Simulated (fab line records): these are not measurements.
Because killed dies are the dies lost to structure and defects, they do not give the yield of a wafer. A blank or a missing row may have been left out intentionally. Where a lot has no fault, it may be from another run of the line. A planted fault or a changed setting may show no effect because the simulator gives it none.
A single fault, viewed from 2 desks | flow gf180mcu | each desk holds nothing but its own numbers, with what lay behind them at the end

## DESK OF THE TOOL OWNER: rie-si-01
The tool's own readings at GF_STI_ETCH_14 (etches Si in HBr/Cl2/O2, target depth 360 nm, time 102.9 s): means of the sampled wafers that have a number, for each lot that ran on this tool. Marked OUT: a lot whose mean sits more than 4 standard deviations from the usual mean, which makes it out of limits; the brackets give that distance.
Columns: A = chamber-pressure-mTorr at GF_STI_ETCH_14, usual 14.999 mTorr; B = drypump-motor-current-A at GF_STI_ETCH_14, usual 5.5 A; C = oes-product-au at GF_STI_ETCH_14, usual 1.007 a.u.; D = rf-fwd-power-W at GF_STI_ETCH_14, usual 596.8 W; E = throttle-valve-pct at GF_STI_ETCH_14, usual 25.652 %
lot  | first seen here | A      | B   | C     | D               | E
L295 | day 2 02:43     | 14.996 | 5.5 | 1.010 | 596.4           | 25.644
L298 | day 2 17:46     | 15.002 | 5.3 | 1.009 | 599.0           | 25.650
L299 | day 2 22:49     | 15.005 | 5.3 | 1.005 | 599.3           | 25.649
L300 | day 3 04:22     | 15.008 | 5.4 | 0.992 | 564.9 (-15) OUT | 25.655
L301 | day 3 08:04     | 15.009 | 5.5 | 0.991 | 563.8 (-15) OUT | 25.668
L302 | day 3 14:10     | 14.996 | 5.7 | 0.990 | 566.7 (-14) OUT | 25.666
L316 | day 6 13:34     | 14.999 | 5.6 | 1.013 | 594.8           | 25.645
L317 | day 6 18:55     | 14.995 | 5.6 | 1.006 | 598.1           | 25.661
L318 | day 7 00:01     | 15.007 | 5.4 | 1.007 | 597.9           | 25.656
This desk's verdict: out of limits on L300, L301, L302, starting with L300 at day 3 04:22 (rf-fwd-power-W at GF_STI_ETCH_14). Within limits: L295, L298, L299, L316, L317, L318.

## METROLOGY DESK
Lot by lot, what the gauges showed, no matter which tool ran the lot: averages of those sampled wafers that carry a number. Marked OUT: a lot whose mean sits more than 4 standard deviations from the usual mean, which makes it out of limits; the brackets give that distance.
Columns: A = CONTACT_OVL at GF_CONTACT_OVL_MEAS_15, usual -2 nm; B = V1_OVL at GF_V1_OVL_MEAS_15, usual 0 nm
lot  | first seen here | A   | B
L295 | day 16 06:32    | -2  | 8
L296 | day 16 11:58    | -12 | 7
L297 | day 16 20:10    | -1  | -0
L298 | day 17 05:47    | -3  | -2
L299 | day 17 16:38    | -11 | -4
L300 | day 18 02:11    | 2   | -1
L301 | day 18 05:26    | 2   | -0
L302 | day 18 19:13    | 5   | 0
L313 | day 22 14:50    | 6   | 5
L314 | day 23 00:51    | 6   | 3
L315 | day 23 07:07    | 3   | -2
L316 | day 23 15:28    | -4  | 9
L317 | day 23 22:08    | 6   | -3
L318 | day 24 04:41    | 4   | 6
This desk's verdict: no lot among the 14 shows anything out of limits.

## ALL TOGETHER
At day 3 04:22, on L300, L301, L302, the tool owner's desk was in a position to raise an alarm.
Metrology desk: nothing out of limits seen.
The metrology desk has L300, L301, L302 on record, within its limits.
GF_STI_ETCH_14 was run on rie-si-01 by each of the lots named.

## WHAT THE SIMULATOR HAD INSERTED
rie-si-01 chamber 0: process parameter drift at GF_STI_ETCH_14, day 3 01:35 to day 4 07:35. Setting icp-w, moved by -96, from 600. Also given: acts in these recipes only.
Lots struck among those shown: L300, L301, L302.
How many hours passed from the start of the fault until each desk's first out-of-limits reading: the tool owner's desk, 3.
